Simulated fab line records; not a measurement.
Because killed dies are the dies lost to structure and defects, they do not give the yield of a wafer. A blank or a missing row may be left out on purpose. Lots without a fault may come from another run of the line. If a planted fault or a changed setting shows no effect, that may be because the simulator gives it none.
Problem report, 8D (eight disciplines) form, completed by code ; flow sky130 ; the parts of the form that need people (team, actions taken, sign-off) are left out

1. THE ISSUE
VIA1_HDPCVD_THK at SKY_VIA1_THK_MEAS_01 reads a mean of 928 nm on 4 wafers of 2 lots; wafers without a fault read 1032 nm with a standard deviation of 10. Relative to the usual mean, that is a shift of -10 standard deviations.
Earliest sighting: wafer L454.1 on film metro-03 at day 36 07:44. The record holds 42 wafers of 14 lots with a number at this step. Rule for "out", or "out of limits": more than 4 standard deviations from the usual mean. The other wafers with a number count as sound.

2. WHAT IT IS AND WHAT IT IS NOT
question;is;is not
which readings at this step;VIA1_HDPCVD_THK;-
which lots;L454, L459;L444, L446, L448, L451, L452, L453, L455, L461, L464, L465, L466, L467
which wafers of those lots;L454.1, L454.3, L459.3, L459.4;L454.5, L459.6
read on which gauges;film metro-01, film metro-03;film metro-04
when;from day 36 07:44;"up to then (19 sound wafers); but 19 sound wafers of L455, L459, L461, L464, L465, L466, L467 came after"

3. SUSPECTS, AND WHAT RULES EACH OUT
Counting: any tool at a process step up to the reading remains a suspect provided it ran every lot that is out. Sound lots after the first of them don't rule it out here, since some wafers of a struck lot are sound.
- the gauge at SKY_VIA1_THK_MEAS_01: ruled out. Those wafers that are out were read across 2 gauges (film metro-01, film metro-03).
- hdpcvd-02 at SKY_VIA1_HDPCVD_00 (deposits SiO2, target thk 1030 nm, time 171.7 s): kept. Ran every lot that is out, first one L454 (day 36 07:38); last sound lot up to then L453 (day 36 05:26). Its own run length s readings are out on those wafers.
Remaining after the count: hdpcvd-02 at SKY_VIA1_HDPCVD_00.

4. THE CAUSE (what the simulator had put in)
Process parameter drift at SKY_VIA1_HDPCVD_00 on hdpcvd-02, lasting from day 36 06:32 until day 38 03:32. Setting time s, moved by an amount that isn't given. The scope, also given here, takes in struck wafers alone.
After counting, this tool was the only one left.

5. THE CHAIN OF EFFECTS, in route order
Each row: a reading where the mean over the struck wafers with a number is more than 3 standard deviations away from the usual. Only readings whose record carries a usual standard deviation are examined. hours: median over the lots of the time between each lot's start at the first step of this table that gives one and its start at this step. sigmas: the change, counted in usual standard deviations.
hours;step;reading;usual;on struck wafers;change;sigmas
0;SKY_VIA1_HDPCVD_00;run length s;199.7 s;182.8;-16.8;-32
0;SKY_VIA1_THK_MEAS_01;VIA1_HDPCVD_THK;1032 nm;928;-104;-10
Process steps it contains:
- SKY_VIA1_HDPCVD_00: deposits SiO2, target thk 1030 nm, time 171.7 s.

6. HOW IT WOULD HAVE BEEN CAUGHT EARLIER
In this record the first reading out of limits at a measuring or inspecting step was taken at day 36 07:44, 1 hour after the fault began at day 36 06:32.
Tool's own readings at SKY_VIA1_HDPCVD_00, run length s: out on all struck wafers the step has rows for; an alarm limit on them would have tripped on the first.
Lots out: 2; of these, L459 started SKY_VIA1_HDPCVD_00 on hdpcvd-02 after day 36 07:44. Holding the tool at that time would have saved it.
